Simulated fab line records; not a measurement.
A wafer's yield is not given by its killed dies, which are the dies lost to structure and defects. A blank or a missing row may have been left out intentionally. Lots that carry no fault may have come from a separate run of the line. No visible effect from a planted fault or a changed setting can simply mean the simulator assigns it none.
Struck lot and sound lot, side by side    flow sky130    43 steps out of a route of 708
Sound: these wafers, L638.1, L638.3, L638.5. Struck: wafers L646.1, L646.4 (left out: L646.6, a lot-mate that was not struck); the cause follows at the end.
Each step with rows lists, per side, the tool, then ch with its chambers, then its first start. Under that, the readings that differ: sound wafers    struck wafers    difference of the means    sigmas: that difference in standard deviations of wafers without a fault.
alike: words and numbers the same on both sides, and readings whose means are apart by under 2 such deviations; not compared: readings that were withheld, readings missing a value for some wafer, numbers with overlapping values and no deviation given by the record, and bounds like >300 which may hide the same value.
The two part at a step that has a row with sigmas, a row that says differs or no value, or rows on one side only. When numbers do not overlap yet have no deviation, they are printed without sigmas and do not part them. Lack of a reading on every wafer of one side parts them only where that side has two or more wafers.

first, 8 steps without rows for these wafers: SKY_VIA2_DEHYDRATE_04 (time 60 s); SKY_VIA2_HMDS_05 (prime time 60 s); SKY_VIA2_COAT_06 (resist thk 60 nm); SKY_VIA2_COAT_07 (resist thk 450 nm); SKY_VIA2_SOFTBAKE_08 (time 90 s); SKY_VIA2_EXPOSE_09 (exposes mask VIM2, target cd 200 nm); SKY_VIA2_PEB_10; SKY_VIA2_DEVELOP_11 (develop time 60 s).
SKY_VIA2_CD_MEAS_12: target cd 200 nm.
  struck on cd-sem-02, day 40 07:46; sound on cd-sem-02, day 38 01:28
  alike: cd-nm
SKY_VIA2_OVL_MEAS_13:
  struck on overlay-02, day 40 07:53; sound on overlay-02, day 38 01:35
  alike: VIA2_OVL
then, 2 steps without rows for these wafers: SKY_VIA2_ETCH_14 (etches BARC in N2/H2, stops on SiO2, time 45.9 s, target depth 60 nm); SKY_VIA2_ETCH_15 (etches SiO2 in C4F8/O2/Ar, stops on TiN, target depth 546 nm, time 84 s).
SKY_VIA2_STRIP_16: strips in O2/N2.
  sound on plasma-asher-01 ch 1, day 38 01:44; struck on plasma-asher-01 ch 1, day 40 08:02
  alike: drypump-motor-current-A, oes-product-au, strip-time-to-endpoint-s
  not compared: rf-hours-counter-h
then, 4 steps without rows for these wafers: SKY_VIA2_STRIP_17 (strips in post etch residue remover, time 1200 s); SKY_VIA2_CLEAN_18 (cleans in IPA, time 180 s); SKY_VIA2_CLEAN_19 (cleans in O3/DIW); SKY_VIA2_SPUTTER_20 (material TiN, target thk 20 nm, time 80 s).
SKY_VIA2_CVD_21: deposits W, target thk 420 nm, time 126.4 s.
  sound on cvd-w-01 ch 0,1, day 38 02:23; struck on cvd-w-01 ch 0,1, day 40 08:42
  alike: heater-power-w, susceptor-temp-C
SKY_VIA2_RS_MEAS_22: measures by four-point-probe.
  struck on film-metro-01, day 40 08:50; sound on film-metro-01, day 38 02:31
  alike: VIA2_W_RS
SKY_VIA2_THK_MEAS_23: measures by xrf.
  struck on film-metro-01, day 40 08:57; sound on film-metro-01, day 38 02:38
  alike: VIA2_W_THK
SKY_VIA2_CMP_24: polishes, stops on SiO2, t overpolish 20 s, target thk 0 nm.
  sound on cmp-02 ch 2,3, day 38 02:45; struck on cmp-01 ch 2,3, day 40 09:07
  alike: motor-current-A, overpolish-run-s, time-to-endpoint-s
then, 1 step without rows for these wafers: SKY_METAL3_SPUTTER_00 (material Ti, target thk 15 nm, time 10 s).
SKY_METAL3_SPUTTER_01: material TiN, target thk 20 nm, time 16.7 s.
  struck on pvd-sputter-02, day 40 09:20; sound on pvd-sputter-04, day 38 03:01
  alike: throttle-valve-pct
then, 1 step without rows for these wafers: SKY_METAL3_SPUTTER_02 (material AlCu, target thk 735 nm, time 39.1 s).
SKY_METAL3_SPUTTER_03: material Ti, target thk 5 nm, time 3.3 s.
  struck on pvd-sputter-02, day 40 09:23; sound on pvd-sputter-04, day 38 03:05
  alike: throttle-valve-pct
then, 2 steps without rows for these wafers: SKY_METAL3_SPUTTER_04 (material TiN, target thk 70 nm, time 58.3 s); SKY_CAPM_CVD_00 (deposits SiO2, target thk 15.5 nm).
SKY_CAPM_THK_MEAS_01:
  struck on film-metro-02, day 40 09:29; sound on film-metro-02, day 38 03:11
  alike: CAPM_CVD_00_THK
then, 1 step without rows for these wafers: SKY_CAPM_SPUTTER_02 (material TiN, target thk 200 nm, time 166.7 s).
SKY_CAPM_RS_MEAS_03: measures by four-point-probe.
  struck on film-metro-01, day 40 09:39; sound on film-metro-03, day 38 03:21
  alike: CAPM_TIN_RS
SKY_CAPM_THK_MEAS_04: measures by xrf.
  struck on film-metro-01, day 40 09:46; sound on film-metro-03, day 38 03:28
  alike: CAPM_TIN_THK
then, 7 steps without rows for these wafers: SKY_CAPM_DEHYDRATE_05 (time 60 s); SKY_CAPM_HMDS_06 (prime time 60 s); SKY_CAPM_COAT_07 (resist thk 1140 nm); SKY_CAPM_SOFTBAKE_08 (time 60 s); SKY_CAPM_EXPOSE_09 (exposes mask CAPM, target cd 1000 nm); SKY_CAPM_PEB_10; SKY_CAPM_DEVELOP_11 (develop time 60 s).
SKY_CAPM_OVL_MEAS_12:
  struck on overlay-02, day 41 09:35; sound on overlay-02, day 39 04:01
  alike: CAPM_OVL
then, 1 step without rows for these wafers: SKY_CAPM_METAL_ETCH_13 (etches TiN in Cl2/BCl3, stops on SiO2, target depth 220 nm, time 62.9 s).
SKY_CAPM_STRIP_14: strips in O2/N2.
  sound on plasma-asher-02 ch 1, day 39 04:08; struck on plasma-asher-04 ch 0,1, day 41 09:42
reading                       sound              struck       difference  sigmas
strip-time-to-endpoint-s (s)  12.72 12.73 12.69  12.63 12.62  -0.09       -2
  alike: drypump-motor-current-A, oes-product-au
  not compared: rf-hours-counter-h
then, 1 step without rows for these wafers: SKY_CAPM_STRIP_15 (strips in post etch residue remover, time 1200 s).
-- the record jumps here: 8 days lie between the struck wafers' starts before and after (it left off in module CAPM and takes up again in module PAD_OPEN, whose first step shown is number 708 of the route) --
SKY_PAD_OPEN_PROBE_99:
  struck on prober-02, day 48 22:34; sound on prober-02, day 47 02:58
reading                                sound               struck       difference  sigmas
defect-limited-yield (%)               81.7 81.9 80.5      78.5 74.8    -4.7        -3
killed_at_M0_to_M3                     42 36 46            73 76        +33         +5
killed-dies                            90 89 96            106 124      +23         +3
killed-on-rim                          20 20 24            30 29        +8          +2
sort_bin_3_pad_short (%)               0.4 0.6 1.2         2.8 2.8      +2.1        +5
sort-n-pass                            402 403 396         386 368      -23         -3
sort-yield-pct (%)                     81.7 81.9 80.5      78.5 74.8    -4.7        -3
model.etest.tester.sort-n-pass         402 403 396         386 368      -23         
model.etest.tester.sort-yield-pct (%)  81.71 81.91 80.49   78.46 74.8   -4.74       
model.etest.tester.sort_bin_5_pct (%)  12.4 10.77 11.99    13.21 14.63  +2.20       
model.etest.tester.sort_bin_3_pct (%)  0.4065 0.6098 1.22  2.846 2.846  +2.101      
  alike: killed_at_M4_up, killed-at-contacts, killed-at-front-end, killed-at-other, killed-open, killed-short, sort_bin_5_function, sort_bin_6_memory

== WHERE THEY PART ==
Last at SKY_PAD_OPEN_PROBE_99 as far as this record goes, first at SKY_CAPM_STRIP_14.

WHY: what the simulator had put in
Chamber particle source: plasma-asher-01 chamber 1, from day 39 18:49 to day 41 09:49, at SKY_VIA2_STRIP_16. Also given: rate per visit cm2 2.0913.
